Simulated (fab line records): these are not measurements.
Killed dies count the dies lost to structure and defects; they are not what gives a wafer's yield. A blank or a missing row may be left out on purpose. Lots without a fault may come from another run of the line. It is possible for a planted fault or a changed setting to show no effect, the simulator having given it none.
Split-lot experiment / flow gf180mcu / on a route of 602 steps: 5 lots, 23 wafers read

== THE SPLIT ITSELF ==
At GF_V4_CMP_04 (polishes SiO2), the setting leave_above_ref_nm was moved away from the recipe's 632.5 nm on 7 of the 23 wafers read, by +2.8% to +4.8%. This setting was run at the recipe's value on the other wafers.

The split's own step is where the reading is taken.

== THE READING ==
SiO2_of_V4_CVD_02.thk_nm (the simulator's own value, which no gauge read), in nm, at GF_V4_CMP_04 (polishes SiO2). The file gives no usual value for it. The 16 wafers here that ran the recipe average 632.8 nm, standard deviation 0.68 nm.

wafer=L075.1; tool, chamber at the split=cmp-02, 2; leave_above_ref_nm as run, nm=656.5; against the recipe=+3.8%; SiO2_of_V4_CVD_02.thk_nm, nm=657.3; against lot-mates on the recipe=+24.2
wafer=L075.4; tool, chamber at the split=cmp-02, 3; leave_above_ref_nm as run, nm=656.5; against the recipe=+3.8%; SiO2_of_V4_CVD_02.thk_nm, nm=656.4; against lot-mates on the recipe=+23.4
wafer=L075.6; tool, chamber at the split=cmp-02, 3; leave_above_ref_nm as run, nm=656.5; against the recipe=+3.8%; SiO2_of_V4_CVD_02.thk_nm, nm=656.4; against lot-mates on the recipe=+23.4
wafer=L075.3; tool, chamber at the split=cmp-02, 1; leave_above_ref_nm as run, nm=632.5; against the recipe=recipe; SiO2_of_V4_CVD_02.thk_nm, nm=632.9; against lot-mates on the recipe=-
wafer=L075.5; tool, chamber at the split=cmp-02, 2; leave_above_ref_nm as run, nm=632.5; against the recipe=recipe; SiO2_of_V4_CVD_02.thk_nm, nm=633.2; against lot-mates on the recipe=-
wafer=L076.1; tool, chamber at the split=cmp-01, 0; leave_above_ref_nm as run, nm=632.5; against the recipe=recipe; SiO2_of_V4_CVD_02.thk_nm, nm=634.2; against lot-mates on the recipe=-
wafer=L076.3; tool, chamber at the split=cmp-01, 2; leave_above_ref_nm as run, nm=632.5; against the recipe=recipe; SiO2_of_V4_CVD_02.thk_nm, nm=632.3; against lot-mates on the recipe=-
wafer=L076.4; tool, chamber at the split=cmp-01, 3; leave_above_ref_nm as run, nm=632.5; against the recipe=recipe; SiO2_of_V4_CVD_02.thk_nm, nm=632.6; against lot-mates on the recipe=-
wafer=L076.6; tool, chamber at the split=cmp-01, 0; leave_above_ref_nm as run, nm=632.5; against the recipe=recipe; SiO2_of_V4_CVD_02.thk_nm, nm=632.9; against lot-mates on the recipe=-
wafer=L076.5; tool, chamber at the split=cmp-01, 1; leave_above_ref_nm as run, nm=632.5; against the recipe=recipe; SiO2_of_V4_CVD_02.thk_nm, nm=633.1; against lot-mates on the recipe=-
wafer=L079.2; tool, chamber at the split=cmp-02, 3; leave_above_ref_nm as run, nm=632.5; against the recipe=recipe; SiO2_of_V4_CVD_02.thk_nm, nm=631; against lot-mates on the recipe=-
wafer=L079.5; tool, chamber at the split=cmp-02, 1; leave_above_ref_nm as run, nm=632.5; against the recipe=recipe; SiO2_of_V4_CVD_02.thk_nm, nm=632.4; against lot-mates on the recipe=-
wafer=L079.6; tool, chamber at the split=cmp-02, 2; leave_above_ref_nm as run, nm=632.5; against the recipe=recipe; SiO2_of_V4_CVD_02.thk_nm, nm=632.3; against lot-mates on the recipe=-
wafer=L082.4; tool, chamber at the split=cmp-01, 1; leave_above_ref_nm as run, nm=650.4; against the recipe=+2.8%; SiO2_of_V4_CVD_02.thk_nm, nm=649.8; against lot-mates on the recipe=+16.8
wafer=L082.3; tool, chamber at the split=cmp-01, 3; leave_above_ref_nm as run, nm=632.5; against the recipe=recipe; SiO2_of_V4_CVD_02.thk_nm, nm=632.7; against lot-mates on the recipe=-
wafer=L082.1; tool, chamber at the split=cmp-01, 0; leave_above_ref_nm as run, nm=632.5; against the recipe=recipe; SiO2_of_V4_CVD_02.thk_nm, nm=632.8; against lot-mates on the recipe=-
wafer=L082.5; tool, chamber at the split=cmp-01, 1; leave_above_ref_nm as run, nm=632.5; against the recipe=recipe; SiO2_of_V4_CVD_02.thk_nm, nm=633.6; against lot-mates on the recipe=-
wafer=L082.6; tool, chamber at the split=cmp-01, 2; leave_above_ref_nm as run, nm=650.4; against the recipe=+2.8%; SiO2_of_V4_CVD_02.thk_nm, nm=651.5; against lot-mates on the recipe=+18.5
wafer=L084.2; tool, chamber at the split=cmp-01, 0,3; leave_above_ref_nm as run, nm=632.5; against the recipe=recipe; SiO2_of_V4_CVD_02.thk_nm, nm=633.2; against lot-mates on the recipe=-
wafer=L084.4; tool, chamber at the split=cmp-01, 0,3; leave_above_ref_nm as run, nm=632.5; against the recipe=recipe; SiO2_of_V4_CVD_02.thk_nm, nm=633.2; against lot-mates on the recipe=-
wafer=L084.3; tool, chamber at the split=cmp-01, 1; leave_above_ref_nm as run, nm=662.8; against the recipe=+4.8%; SiO2_of_V4_CVD_02.thk_nm, nm=662; against lot-mates on the recipe=+29.1
wafer=L084.5; tool, chamber at the split=cmp-01, 0; leave_above_ref_nm as run, nm=662.8; against the recipe=+4.8%; SiO2_of_V4_CVD_02.thk_nm, nm=663.2; against lot-mates on the recipe=+30.3
wafer=L084.6; tool, chamber at the split=cmp-01, 1; leave_above_ref_nm as run, nm=632.5; against the recipe=recipe; SiO2_of_V4_CVD_02.thk_nm, nm=632.3; against lot-mates on the recipe=-
Where a row lists several chambers, the file gives one row for several wafers and doesn't say which wafer went through which chamber.

FIT RESULTS
A straight line over all 23 wafers: SiO2_of_V4_CVD_02.thk_nm changes by +6.26 nm for each +1% of leave_above_ref_nm; r = +1.00; the points scatter about the line by 0.7 nm.
The same after taking each lot's own level away (the mean of its wafers on the recipe; 23 wafers): +6.22 nm for each +1%; r = +1.00; scatter 0.58 nm.
According to that fit, moving leave_above_ref_nm by its largest amount changes the reading by 30 nm.
Measured against the standard deviation above, the lots' own levels, which go from 631.90 to 633.05 nm, span 1.7 times it.
So the lot-to-lot level changes the slope little: the two slopes agree.
Check: +30 nm against its lot-mates is what the line predicts for one of the wafers moved furthest among these (+4.8%) when that wafer is left out of the fit. Against them it came out at +29.1 nm.

== OTHER SPLITS ON THESE WAFERS ==
These wafers also went through other splits before the reading. Each is held against what the fit with the lots' levels taken away leaves over:
other split on the same wafers=GF_CONTACT_CVD_24 temp_c; wafers away from the commonest value=7; r with SiO2_of_V4_CVD_02.thk_nm (lot level and that fit taken away)=+0.18
other split on the same wafers=GF_CONTACT_CMP_27 t_overpolish_s; wafers away from the commonest value=9; r with SiO2_of_V4_CVD_02.thk_nm (lot level and that fit taken away)=+0.10
other split on the same wafers=GF_V1_SPUTTER_21 time_s; wafers away from the commonest value=9; r with SiO2_of_V4_CVD_02.thk_nm (lot level and that fit taken away)=+0.07
other split on the same wafers=GF_V2_COAT_09 resist_thk_nm; wafers away from the commonest value=8; r with SiO2_of_V4_CVD_02.thk_nm (lot level and that fit taken away)=+0.17
other split on the same wafers=GF_M3_SPUTTER_04 power_w; wafers away from the commonest value=4; r with SiO2_of_V4_CVD_02.thk_nm (lot level and that fit taken away)=-0.05
other split on the same wafers=GF_M3_EXPOSE_11 dose_mj; wafers away from the commonest value=10; r with SiO2_of_V4_CVD_02.thk_nm (lot level and that fit taken away)=-0.22
other split on the same wafers=GF_V3_CMP_04 leave_above_ref_nm; wafers away from the commonest value=6; r with SiO2_of_V4_CVD_02.thk_nm (lot level and that fit taken away)=+0.08
other split on the same wafers=GF_V3_PEB_12 peb_temp_c; wafers away from the commonest value=6; r with SiO2_of_V4_CVD_02.thk_nm (lot level and that fit taken away)=-0.11
other split on the same wafers=GF_M4_SPUTTER_03 time_s; wafers away from the commonest value=11; r with SiO2_of_V4_CVD_02.thk_nm (lot level and that fit taken away)=-0.04

== FILE'S OWN FIT ==
SiO2_of_V4_CVD_02.thk_nm changes by +6.22 nm for each +1% of leave_above_ref_nm, r = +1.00.
